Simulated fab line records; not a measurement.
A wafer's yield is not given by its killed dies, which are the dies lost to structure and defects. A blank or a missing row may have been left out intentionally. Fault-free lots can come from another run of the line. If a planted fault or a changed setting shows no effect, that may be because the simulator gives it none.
Which of the tools did it? -- flow sky130 -- Sampling: 13 lots, 39 wafers, 5 of 708 route steps

WHAT EACH GAUGE READ, for each wafer
The record holds no reading of a measuring or inspecting step that can be judged against a usual standard deviation.

WHICH TOOL RAN EACH LOT (tool, then ch and the chambers of the sampled wafers, then the start)
lot,SKY_METAL1_SPUTTER_01,SKY_METAL1_SPUTTER_04,SKY_METAL1_SOFTBAKE_11,SKY_METAL1_DESCUM_17,SKY_PAD_OPEN_PROBE_99
L564,"pvd-sputter-04, day 31 07:17","pvd-sputter-04, day 31 07:21","litho-track-03 ch 0, day 31 21:00","rie-metal-01 ch 1, day 32 10:56",-
L566,"pvd-sputter-01, day 31 22:42","pvd-sputter-01, day 31 22:46","litho-track-03 ch 0, day 32 12:00","rie-metal-01 ch 0,1, day 33 02:17",-
L568,"pvd-sputter-02, day 32 17:11","pvd-sputter-02, day 32 17:15","litho-track-02 ch 0, day 33 07:00","rie-metal-02 ch 0,1, day 33 20:09",-
L569,"pvd-sputter-02, day 33 09:47","pvd-sputter-02, day 33 09:50","litho-track-01 ch 0, day 33 23:00","rie-metal-02 ch 0,1, day 34 12:37",-
L572,"pvd-sputter-02, day 34 09:16","pvd-sputter-02, day 34 09:20","litho-track-01 ch 0, day 34 22:00","rie-metal-03 ch 0,1, day 35 14:32",-
L571,"pvd-sputter-02, day 34 14:58","pvd-sputter-02, day 34 15:02","litho-track-01 ch 0, day 35 05:00","rie-metal-02 ch 1, day 35 18:20","prober-01, day 48 02:20"
L573,"pvd-sputter-04, day 34 17:35","pvd-sputter-04, day 34 17:39","litho-track-01 ch 0, day 35 07:00","rie-metal-01 ch 0,1, day 35 20:23",-
L574,"pvd-sputter-04, day 35 03:08","pvd-sputter-04, day 35 03:12","litho-track-02 ch 0, day 35 16:00","rie-metal-02 ch 1, day 36 05:04",-
L576,"pvd-sputter-02, day 35 19:08","pvd-sputter-02, day 35 19:12","litho-track-03 ch 0, day 36 08:00","rie-metal-01 ch 0,1, day 36 21:02",-
L577,"pvd-sputter-04, day 35 20:22","pvd-sputter-04, day 35 20:26","litho-track-03 ch 0, day 36 08:00","rie-metal-02 ch 0,1, day 36 22:13",-
L582,"pvd-sputter-01, day 37 15:59","pvd-sputter-01, day 37 16:02","litho-track-01 ch 0, day 38 04:00","rie-metal-02 ch 1, day 38 17:53",-
L586,"pvd-sputter-02, day 38 13:02","pvd-sputter-02, day 38 13:05","litho-track-01 ch 0, day 39 02:00","rie-metal-02 ch 0,1, day 39 15:02",-
L587,"pvd-sputter-01, day 38 16:13","pvd-sputter-01, day 38 16:17","litho-track-02 ch 0, day 39 05:00","rie-metal-03 ch 1, day 39 17:20",-
- SKY_METAL1_SPUTTER_01: material TiN, target thk 20 nm, time 16.7 s.
- SKY_METAL1_SPUTTER_04: material TiN, target thk 70 nm, time 58.3 s.
- SKY_METAL1_SOFTBAKE_11: time 90 s.
- SKY_METAL1_DESCUM_17: chemistry O2, time 8 s.
- SKY_PAD_OPEN_PROBE_99

AS READ BY THE TOOLS THEMSELVES (means over the sampled wafers that have a number; for cases with no such wafer, the mark the record gives instead)
SKY_METAL1_SPUTTER_01.
lot,tool,chamber-pressure-pa (Pa),throttle-valve-pct (%)
L564,pvd-sputter-04,0.3995,30.2
L566,pvd-sputter-01,0.4002,31.1
L568,pvd-sputter-02,0.4003,29.1
L569,pvd-sputter-02,0.3999,29.2
L572,pvd-sputter-02,0.4000,29.2
L571,pvd-sputter-02,0.4010,29.6
L573,pvd-sputter-04,0.4000,29.8
L574,pvd-sputter-04,0.3991,29.9
L576,pvd-sputter-02,0.3999,29.1
L577,pvd-sputter-04,0.4005,30.1
L582,pvd-sputter-01,0.4004,31.9
L586,pvd-sputter-02,0.4003,28.4
L587,pvd-sputter-01,0.4003,30.4

SKY_METAL1_SPUTTER_04.
lot,tool,chamber-pressure-pa (Pa),throttle-valve-pct (%)
L564,pvd-sputter-04,0.4001,30.3
L566,pvd-sputter-01,0.4013,31.0
L568,pvd-sputter-02,0.4001,29.0
L569,pvd-sputter-02,0.4003,29.3
L572,pvd-sputter-02,0.4006,29.1
L571,pvd-sputter-02,0.4005,29.7
L573,pvd-sputter-04,0.4000,29.8
L574,pvd-sputter-04,0.4005,29.9
L576,pvd-sputter-02,0.4001,29.2
L577,pvd-sputter-04,0.3996,29.9
L582,pvd-sputter-01,0.4004,32.0
L586,pvd-sputter-02,0.3999,28.4
L587,pvd-sputter-01,0.3998,30.4

SKY_METAL1_SOFTBAKE_11.
lot,tool,exhaust-pa (Pa),heater-power-total-W (W),plate-temp-C (C)
L564,litho-track-03,44.4,57.31,100.01
L566,litho-track-03,43.8,57.31,100.06
L568,litho-track-02,45.5,57.30,99.82
L569,litho-track-01,45.4,57.23,100.03
L572,litho-track-01,44.1,57.38,99.94
L571,litho-track-01,45.4,57.34,100.21
L573,litho-track-01,44.4,57.34,99.90
L574,litho-track-02,46.3,57.35,99.98
L576,litho-track-03,44.4,57.33,99.95
L577,litho-track-03,44.5,57.36,99.97
L582,litho-track-01,45.9,61.05,104.55
L586,litho-track-01,45.3,61.02,104.69
L587,litho-track-02,44.1,57.37,100.31

SKY_METAL1_DESCUM_17.
lot,tool,drypump-motor-current-A (A),oes-product-au (a.u.)
L564,rie-metal-01,4.9,0.990
L566,rie-metal-01,5.2,0.995
L568,rie-metal-02,6.1,1.004
L569,rie-metal-02,6.1,1.007
L572,rie-metal-03,5.6,1.004
L571,rie-metal-02,6.1,1.001
L573,rie-metal-01,5.5,1.001
L574,rie-metal-02,6.1,1.014
L576,rie-metal-01,5.2,0.994
L577,rie-metal-02,6.1,0.990
L582,rie-metal-02,6.1,1.001
L586,rie-metal-02,6.1,0.995
L587,rie-metal-03,5.4,0.996

SKY_PAD_OPEN_PROBE_99.
lot,tool,killed_at_M0_to_M3,killed_at_M4_up,killed-at-contacts,killed-at-front-end,killed-at-other,killed-dies,killed-open,killed-short
L571,prober-01,49,1.0,20,10,0.0,80,49,31

THE ANSWER, worked out from the rows above alone
Rule: the lots themselves supply what counts as usual. Put in order of their means at a reading, lots are off if they are a third of the lots or fewer, leave a main group of 4 or more, and stand apart from it by a gap of 3 or more times the standard deviation of the main group's means; of several such gaps the widest counts. A main group whose means are all the same, to the digits that the tables above print for the reading, isn't used. A lot without any number at a reading at which 4 lots or more have one is off too. Any other lot the step has rows for is counted as sound. First the gauges in route order, then the tools' own readings, where a lot's mean is used as printed above. At the first step where some lot is off, the reading lying furthest off is the one used; lots without a number count as furthest.
Off: L582, L586, at SKY_METAL1_SOFTBAKE_11 (heater-power-total-W). For the main group the mean is 57.33 W and the standard deviation 0.04.
A tool fits if, at that step or a process step before it, it ran every lot that is off, and no sound lot after the first of them. One candidate fits, namely litho-track-01 at SKY_METAL1_SOFTBAKE_11. A fault onset in the window from L573 (day 35 07:00, its last sound lot) to L582 (day 38 04:00, its first lot off) fits.
The tool's own readings at SKY_METAL1_SOFTBAKE_11 bear it out: on the lots that are off they differ by more than 5 times the standard deviation of the sound lots' means. heater-power-total-W reads 61.03 W there against 57.33 W on the sound lots; plate-temp-C reads 104.62 C there against 100.02 C on the sound lots.

WHAT THE SIMULATOR HAD INSERTED
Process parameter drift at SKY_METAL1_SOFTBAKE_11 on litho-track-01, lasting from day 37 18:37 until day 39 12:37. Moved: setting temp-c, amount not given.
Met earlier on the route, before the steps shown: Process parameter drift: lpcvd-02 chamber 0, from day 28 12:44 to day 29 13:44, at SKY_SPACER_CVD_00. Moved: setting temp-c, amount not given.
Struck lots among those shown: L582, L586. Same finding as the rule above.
